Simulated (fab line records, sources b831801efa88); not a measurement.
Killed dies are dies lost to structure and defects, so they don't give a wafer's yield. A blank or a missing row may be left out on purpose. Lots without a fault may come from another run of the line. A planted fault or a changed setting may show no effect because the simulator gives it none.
Which tool did it? | flow sfq_line | 13 lots, 39 wafers sampled, at 6 steps of a route of 325

WHAT THE GAUGES READ, wafer by wafer
SFQ_R5_RS_MEAS_933: measures by four-point-probe. Usual: R5_MONX_RS 7.07 ohm/sq, standard deviation 0.057.
lot  | measured     | on            | R5_MONX_RS (ohm/sq)           | flag
L518 | day 47 15:35 | film_metro-02 | 7.10 7.08 7.07                |
L520 | day 59 20:55 | film_metro-04 | 7.13 7.08 7.05                |
L521 | day 60 04:51 | film_metro-02 | 7.12 7.04 7.08                |
L522 | day 60 15:25 | film_metro-03 | 7.11 7.02 7.08                |
L523 | day 61 06:54 | film_metro-03 | 7.13 7.02 7.04                |
L524 | day 62 18:53 | film_metro-02 | 7.07 6.99 7.05                |
L525 | day 63 22:25 | film_metro-04 | 7.04 7.05 7.05                |
L526 | day 64 01:29 | film_metro-04 | 7.09 7.15 7.09                |
L527 | day 64 06:17 | film_metro-02 | 7.07 7.13 7.11                |
L533 | day 66 21:32 | film_metro-02 | 6.98 6.96 6.51 6.99 6.97 6.48 | OFF
L536 | day 67 09:32 | film_metro-02 | 7.12 7.19 7.15                |
L537 | day 67 12:32 | film_metro-04 | 6.98 6.96 7.00                |
L538 | day 67 15:34 | film_metro-02 | 6.99 7.10 7.00                |

SFQ_R5_THK_MEAS_934: measures by xrf. Usual: R5_MONX_THK 39.4 nm, standard deviation 0.37.
lot  | measured     | on            | R5_MONX_THK (nm)              | flag
L518 | day 47 15:41 | film_metro-02 | 39.3 39.4 39.5                |
L520 | day 59 21:01 | film_metro-04 | 39.0 39.4 39.7                |
L521 | day 60 04:56 | film_metro-02 | 39.3 39.5 39.4                |
L522 | day 60 15:32 | film_metro-03 | 38.8 39.3 38.8                |
L523 | day 61 07:01 | film_metro-03 | 38.7 39.1 39.2                |
L524 | day 62 19:00 | film_metro-02 | 39.5 39.8 39.8                |
L525 | day 63 22:32 | film_metro-04 | 39.8 39.7 39.9                |
L526 | day 64 01:37 | film_metro-04 | 39.5 39.4 39.4                |
L527 | day 64 06:25 | film_metro-02 | 39.7 39.3 39.0                |
L533 | day 67 00:20 | film_metro-02 | 40.0 40.3 43.4 40.3 40.4 43.3 | OFF
L536 | day 67 09:39 | film_metro-02 | 39.5 39.2 39.3                |
L537 | day 67 12:39 | film_metro-04 | 39.8 40.2 40.2                |
L538 | day 67 15:40 | film_metro-02 | 40.1 39.4 40.0                |

WHICH TOOL RAN EACH LOT (tool, then ch and the chambers of the sampled wafers, then the start)
lot  | SFQ_TRILAYER_I2_VIA_STRIP_STRIP_071 | SFQ_TRILAYER_I3_VIA_ETCH_VIA_ETCH_088 | SFQ_TRILAYER_I3_VIA_STRIP_STRIP_089 | SFQ_TRILAYER_R5_DEP_SPUTTER_133
L518 | rie_metal-01 ch 0,1, day 26 06:03   | rie_diel-01 ch 0,1, day 35 00:01      | rie_metal-03 ch 0,1, day 35 00:20   | pvd_sputter-03, day 47 15:29
L520 | rie_metal-03 ch 0,1, day 30 01:34   | rie_diel-02 ch 1,2,3, day 36 20:20    | rie_metal-03 ch 0,1, day 36 20:27   | pvd_sputter-03, day 59 20:49
L521 | rie_metal-01 ch 0,1, day 30 17:32   | rie_diel-01 ch 2,3, day 37 03:05      | rie_metal-02 ch 0,1, day 37 03:23   | pvd_sputter-05, day 60 04:43
L522 | rie_metal-03 ch 0,1, day 31 04:28   | rie_diel-01 ch 2,3, day 37 14:04      | rie_metal-04 ch 0,1, day 37 14:10   | pvd_sputter-03, day 60 15:20
L523 | rie_metal-01 ch 0,1, day 31 13:21   | rie_diel-01 ch 1,3, day 37 21:09      | rie_metal-02 ch 0,1, day 37 21:16   | pvd_sputter-03, day 61 06:50
L524 | rie_metal-01 ch 0,1, day 38 05:45   | rie_diel-01 ch 0,1,3, day 39 09:30    | rie_metal-03 ch 0,1, day 39 09:37   | pvd_sputter-03, day 62 18:49
L525 | rie_metal-01 ch 0,1, day 38 14:09   | rie_diel-02 ch 0,2,3, day 40 01:06    | rie_metal-03 ch 0,1, day 40 01:13   | pvd_sputter-03, day 63 22:21
L526 | rie_metal-04 ch 0,1, day 38 19:46   | rie_diel-01 ch 0,2,3, day 40 03:30    | rie_metal-03 ch 0,1, day 40 03:37   | pvd_sputter-04, day 64 01:25
L527 | rie_metal-01 ch 0,1, day 39 06:34   | rie_diel-04 ch 1,2, day 40 10:59      | rie_metal-02 ch 0, day 40 11:06     | pvd_sputter-05, day 64 06:13
L533 | rie_metal-03 ch 0,1, day 42 01:34   | rie_diel-04 ch 1,2,3, day 48 14:35    | rie_metal-03 ch 0,1, day 48 14:42   | pvd_sputter-03, day 66 21:28
L536 | rie_metal-03 ch 0,1, day 47 02:42   | rie_diel-02 ch 0,1,2, day 48 22:47    | rie_metal-02 ch 0,1, day 48 22:54   | pvd_sputter-05, day 67 09:28
L537 | rie_metal-01 ch 0,1, day 47 06:18   | rie_diel-01 ch 1,2,3, day 49 04:53    | rie_metal-03 ch 0,1, day 49 05:00   | pvd_sputter-04, day 67 12:28
L538 | rie_metal-04 ch 0,1, day 47 08:54   | rie_diel-04 ch 2,3, day 49 08:29      | rie_metal-03 ch 0,1, day 49 08:48   | pvd_sputter-05, day 67 15:28
- SFQ_TRILAYER_I2_VIA_STRIP_STRIP_071: strips in O2.
- SFQ_TRILAYER_I3_VIA_ETCH_VIA_ETCH_088: etches SiO2 in CHF3, stops on Nb, target depth 260 nm.
- SFQ_TRILAYER_I3_VIA_STRIP_STRIP_089: strips in O2.
- SFQ_TRILAYER_R5_DEP_SPUTTER_133: material MoNx, target thk 40 nm, time 66.7 s.

WHAT THE TOOLS THEMSELVES READ (means of the sampled wafers that have a number; where no wafer has one, the mark that the record gives instead)
SFQ_TRILAYER_I2_VIA_STRIP_STRIP_071. Usual: drypump_motor_current_A 5.8 A, standard deviation 0.59; oes_product_au 0.999 a.u., standard deviation 0.0073.
lot  | tool         | drypump_motor_current_A (A) | oes_product_au (a.u.) | flag
L518 | rie_metal-01 | 5.6                         | 0.995                 |
L520 | rie_metal-03 | 6.3                         | 0.996                 |
L521 | rie_metal-01 | 5.6                         | 1.003                 |
L522 | rie_metal-03 | 6.3                         | 0.999                 |
L523 | rie_metal-01 | 5.9                         | 0.992                 |
L524 | rie_metal-01 | 5.9                         | 0.993                 |
L525 | rie_metal-01 | 5.9                         | 0.995                 |
L526 | rie_metal-04 | 5.1                         | 1.000                 |
L527 | rie_metal-01 | 5.9                         | 0.994                 |
L533 | rie_metal-03 | 6.4                         | 1.013                 |
L536 | rie_metal-03 | 6.3                         | 0.990                 |
L537 | rie_metal-01 | 5.9                         | 1.001                 |
L538 | rie_metal-04 | 5.5                         | 0.999                 |

SFQ_TRILAYER_I3_VIA_ETCH_VIA_ETCH_088. Usual: drypump_motor_current_A 5.9 A, standard deviation 0.47; oes_product_au 0.853 a.u., standard deviation 0.0044.
lot  | tool        | drypump_motor_current_A (A) | oes_product_au (a.u.) | flag
L518 | rie_diel-01 | 6.6                         | 0.854                 |
L520 | rie_diel-02 | 5.7                         | 0.856                 |
L521 | rie_diel-01 | 5.6                         | 0.850                 |
L522 | rie_diel-01 | 5.6                         | 0.855                 |
L523 | rie_diel-01 | 6.0                         | 0.853                 |
L524 | rie_diel-01 | 6.3                         | 0.854                 |
L525 | rie_diel-02 | 5.5                         | 0.851                 |
L526 | rie_diel-01 | 6.0                         | 0.853                 |
L527 | rie_diel-04 | 5.8                         | 0.855                 |
L533 | rie_diel-04 | 5.8                         | 0.854                 |
L536 | rie_diel-02 | 5.8                         | 0.852                 |
L537 | rie_diel-01 | 5.9                         | 0.855                 |
L538 | rie_diel-04 | 5.9                         | 0.850                 |

SFQ_TRILAYER_I3_VIA_STRIP_STRIP_089. Usual: drypump_motor_current_A 6.0 A, standard deviation 0.54; oes_product_au 0.999 a.u., standard deviation 0.0075.
lot  | tool         | drypump_motor_current_A (A) | oes_product_au (a.u.) | flag
L518 | rie_metal-03 | 6.3                         | 1.002                 |
L520 | rie_metal-03 | 6.3                         | 0.995                 |
L521 | rie_metal-02 | 5.8                         | 1.008                 |
L522 | rie_metal-04 | 5.4                         | 1.000                 |
L523 | rie_metal-02 | 5.5                         | 1.002                 |
L524 | rie_metal-03 | 6.3                         | 1.002                 |
L525 | rie_metal-03 | 6.4                         | 0.999                 |
L526 | rie_metal-03 | 6.3                         | 0.997                 |
L527 | rie_metal-02 | 6.2                         | 1.002                 |
L533 | rie_metal-03 | 6.5                         | 0.999                 |
L536 | rie_metal-02 | 5.8                         | 0.991                 |
L537 | rie_metal-03 | 6.4                         | 0.997                 |
L538 | rie_metal-03 | 6.3                         | 0.986                 |

SFQ_TRILAYER_R5_DEP_SPUTTER_133. Usual: cathode_dc_power_W 999.98 W, standard deviation 0.18; throttle_valve_pct 29.8 %, standard deviation 1.2.
lot  | tool           | cathode_dc_power_W (W) | throttle_valve_pct (%) | flag
L518 | pvd_sputter-03 | 1000.04                | 29.1                   |
L520 | pvd_sputter-03 | 999.83                 | 30.4                   |
L521 | pvd_sputter-05 | 1000.05                | 30.3                   |
L522 | pvd_sputter-03 | 1000.07                | 29.7                   |
L523 | pvd_sputter-03 | 999.90                 | 29.3                   |
L524 | pvd_sputter-03 | 1000.00                | 29.4                   |
L525 | pvd_sputter-03 | 999.95                 | 29.7                   |
L526 | pvd_sputter-04 | 999.95                 | 29.3                   |
L527 | pvd_sputter-05 | 1000.10                | 29.6                   |
L533 | pvd_sputter-03 | 1023.05                | 29.6                   | OFF
L536 | pvd_sputter-05 | 999.88                 | 29.5                   |
L537 | pvd_sputter-04 | 1000.02                | 29.3                   |
L538 | pvd_sputter-05 | 999.95                 | 30.3                   |

THE ANSWER, worked out from the rows above alone
Rule: a lot is off if the mean of its wafers that have a number lies more than 3 standard deviations from the usual mean. A lot without any number at a reading at which 4 lots or more have one is off too. The other lots that the step has rows for count as sound. The gauges are gone through in route order, then the tools' own readings, and for those a lot's mean is taken as printed above. The first step at which some lot is off is used, and at that step the reading that is off furthest; a lot without a number counts as furthest.
Off: L533, at SFQ_R5_RS_MEAS_933 (R5_MONX_RS).
A tool fits if, at a process step before that reading, it ran every lot that is off, and no sound lot after the first of them. The gauges at SFQ_R5_RS_MEAS_933 aren't tried: what is off there is off at SFQ_TRILAYER_R5_DEP_SPUTTER_133 too, on other tools, and a gauge's error can't cause that. One fits: pvd_sputter-03 at SFQ_TRILAYER_R5_DEP_SPUTTER_133. Its last sound lot is L525 (day 63 22:21), its first lot that is off L533 (day 66 21:28): a fault that began between those two fits.
The tool's own readings at SFQ_TRILAYER_R5_DEP_SPUTTER_133 bear it out: on the lots that are off they differ by more than 5 times the standard deviation of the sound lots' means. cathode_dc_power_W reads 1023.05 W there against 999.98 W on the sound lots.

WHAT THE SIMULATOR HAD PUT IN
Process parameter drift: pvd_sputter-03, from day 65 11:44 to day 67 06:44, at SFQ_TRILAYER_R5_DEP_SPUTTER_133. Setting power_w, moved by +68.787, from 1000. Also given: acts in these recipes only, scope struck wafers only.
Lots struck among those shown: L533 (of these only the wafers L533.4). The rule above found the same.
